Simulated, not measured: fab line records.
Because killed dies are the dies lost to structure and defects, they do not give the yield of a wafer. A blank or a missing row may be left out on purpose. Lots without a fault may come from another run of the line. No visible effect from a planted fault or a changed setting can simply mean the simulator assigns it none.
Which tool did it? | flow sky130 | Sampling: 14 lots, 42 wafers, 4 of 708 route steps

## WHAT THE GAUGES READ, wafer by wafer
SKY_CAPM_OVL_MEAS_12. Usual: CAPM_OVL gives -1.0 nm (standard deviation 1.2).
lot  | measured     | on         | CAPM_OVL (nm)  | flag
L460 | day 37 09:13 | overlay-02 | -0.8 -1.2 0.2  |
L461 | day 37 10:29 | overlay-01 | -1.9 -2.1 -1.9 |
L462 | day 38 05:48 | overlay-02 | -1.7 -1.8 -1.4 |
L469 | day 40 15:52 | overlay-02 | -1.6 -3.1 -0.5 |
L471 | day 40 23:17 | overlay-02 | -0.4 -4.2 -4.2 |
L472 | day 41 00:23 | overlay-02 | 0.4 0.3 -1.2   |
L473 | day 41 15:40 | overlay-01 | -0.2 -1.3 1.5  |
L474 | day 41 21:54 | overlay-01 | -2.5 -1.7 -0.7 |
L475 | day 42 04:14 | overlay-02 | -0.2 0.5 0.2   |
L476 | day 42 11:01 | overlay-01 | 1.2 0.7 -0.7   |
L479 | day 42 23:44 | overlay-01 | -1.0 -1.4 0.2  |
L481 | day 43 07:26 | overlay-01 | -3.0 -1.3 -0.9 |
L482 | day 43 20:14 | overlay-01 | -2.2 -3.1 0.6  |
L483 | day 44 08:47 | overlay-01 | -0.7 -0.8 -0.1 |

SKY_METAL3_CD_MEAS_13: target cd 300 nm. Usual: cd_nm reads 299.9 nm (standard deviation 1.2).
lot  | measured     | on        | cd_nm (nm)        | flag
L460 | day 38 12:02 | cd_sem-02 | 298.2 298.4 299.0 |
L461 | day 38 12:49 | cd_sem-01 | 300.2 301.0 300.0 |
L462 | day 39 07:11 | cd_sem-02 | 301.1 298.8 300.6 |
L469 | day 41 16:23 | cd_sem-02 | 299.3 297.6 299.3 |
L471 | day 41 23:52 | cd_sem-02 | 302.3 300.7 302.2 |
L472 | day 42 01:07 | cd_sem-01 | 300.1 300.0 300.9 |
L473 | day 42 15:59 | cd_sem-01 | 299.5 301.1 299.6 |
L474 | day 42 21:59 | cd_sem-01 | 302.1 301.6 301.0 |
L475 | day 43 03:46 | cd_sem-01 | 300.0 300.0 300.4 |
L476 | day 43 09:55 | cd_sem-02 | 302.0 301.9 301.0 |
L479 | day 43 23:58 | cd_sem-02 | 299.7 299.9 300.1 |
L481 | day 44 06:18 | cd_sem-01 | 300.0 299.5 299.0 |
L482 | day 44 18:57 | cd_sem-02 | 300.9 299.9 300.1 |
L483 | day 45 07:05 | cd_sem-02 | 299.2 300.0 299.4 |

## EACH LOT AND THE TOOL THAT RAN IT (in order: tool; ch and the chambers of the sampled wafers; start)
lot  | SKY_METAL3_SPUTTER_02        | SKY_METAL3_SPUTTER_04
L460 | pvd_sputter-02, day 36 06:32 | pvd_sputter-02, day 36 06:35
L461 | pvd_sputter-03, day 36 08:03 | pvd_sputter-03, day 36 08:07
L462 | pvd_sputter-01, day 37 03:59 | pvd_sputter-01, day 37 04:03
L469 | pvd_sputter-01, day 39 15:08 | pvd_sputter-01, day 39 15:11
L471 | pvd_sputter-02, day 39 22:33 | pvd_sputter-02, day 39 22:37
L472 | pvd_sputter-02, day 39 23:58 | pvd_sputter-02, day 40 00:01
L473 | pvd_sputter-01, day 40 15:56 | pvd_sputter-01, day 40 15:59
L474 | pvd_sputter-03, day 40 22:16 | pvd_sputter-03, day 40 22:20
L475 | pvd_sputter-01, day 41 04:25 | pvd_sputter-01, day 41 04:28
L476 | pvd_sputter-01, day 41 11:03 | pvd_sputter-01, day 41 11:07
L479 | pvd_sputter-03, day 42 01:07 | pvd_sputter-03, day 42 01:11
L481 | pvd_sputter-01, day 42 08:17 | pvd_sputter-01, day 42 08:20
L482 | pvd_sputter-01, day 42 21:07 | pvd_sputter-01, day 42 21:10
L483 | pvd_sputter-01, day 43 10:40 | pvd_sputter-01, day 43 10:43
- SKY_METAL3_SPUTTER_02: material AlCu, target thk 735 nm, time 39.1 s.
- SKY_METAL3_SPUTTER_04: material TiN, target thk 70 nm, time 59.98 s.

## WHAT THE TOOLS THEMSELVES READ (means of the sampled wafers that have a number; where no wafer has one, the mark that the record gives instead)
SKY_METAL3_SPUTTER_02. Usual: throttle_valve_pct reads 30.6 % (standard deviation 1.3).
lot  | tool           | throttle_valve_pct (%) | flag
L460 | pvd_sputter-02 | 30.4                   |
L461 | pvd_sputter-03 | 29.8                   |
L462 | pvd_sputter-01 | 29.9                   |
L469 | pvd_sputter-01 | 31.4                   |
L471 | pvd_sputter-02 | 30.8                   |
L472 | pvd_sputter-02 | 30.4                   |
L473 | pvd_sputter-01 | 31.8                   |
L474 | pvd_sputter-03 | 30.7                   |
L475 | pvd_sputter-01 | 30.9                   |
L476 | pvd_sputter-01 | 31.0                   |
L479 | pvd_sputter-03 | 31.4                   |
L481 | pvd_sputter-01 | 30.6                   |
L482 | pvd_sputter-01 | 32.2                   |
L483 | pvd_sputter-01 | 31.8                   |

SKY_METAL3_SPUTTER_04. Usual: throttle_valve_pct reads 30.6 % (standard deviation 1.3).
lot  | tool           | throttle_valve_pct (%) | flag
L460 | pvd_sputter-02 | 30.4                   |
L461 | pvd_sputter-03 | 29.6                   |
L462 | pvd_sputter-01 | 30.1                   |
L469 | pvd_sputter-01 | 31.3                   |
L471 | pvd_sputter-02 | 30.8                   |
L472 | pvd_sputter-02 | 30.4                   |
L473 | pvd_sputter-01 | 31.8                   |
L474 | pvd_sputter-03 | 30.7                   |
L475 | pvd_sputter-01 | 30.8                   |
L476 | pvd_sputter-01 | 30.9                   |
L479 | pvd_sputter-03 | 31.3                   |
L481 | pvd_sputter-01 | 30.6                   |
L482 | pvd_sputter-01 | 32.1                   |
L483 | pvd_sputter-01 | 31.9                   |

## THE ANSWER, worked out from the rows above alone
Rule: lot off if the mean of its wafers having a number is beyond 3 standard deviations from the usual mean. A lot without any number at a reading at which 4 lots or more have one is off too. All remaining lots with rows at the step are treated as sound. Order of review: gauges by route order, followed by the tools' own readings, for which a lot's mean as printed above is used. The first step at which some lot is off is used, and at that step the reading that is off furthest; a lot without a number counts as furthest.
None of the lots is off at any reading shown; this tells nothing.

## WHAT THE SIMULATOR HAD INSERTED
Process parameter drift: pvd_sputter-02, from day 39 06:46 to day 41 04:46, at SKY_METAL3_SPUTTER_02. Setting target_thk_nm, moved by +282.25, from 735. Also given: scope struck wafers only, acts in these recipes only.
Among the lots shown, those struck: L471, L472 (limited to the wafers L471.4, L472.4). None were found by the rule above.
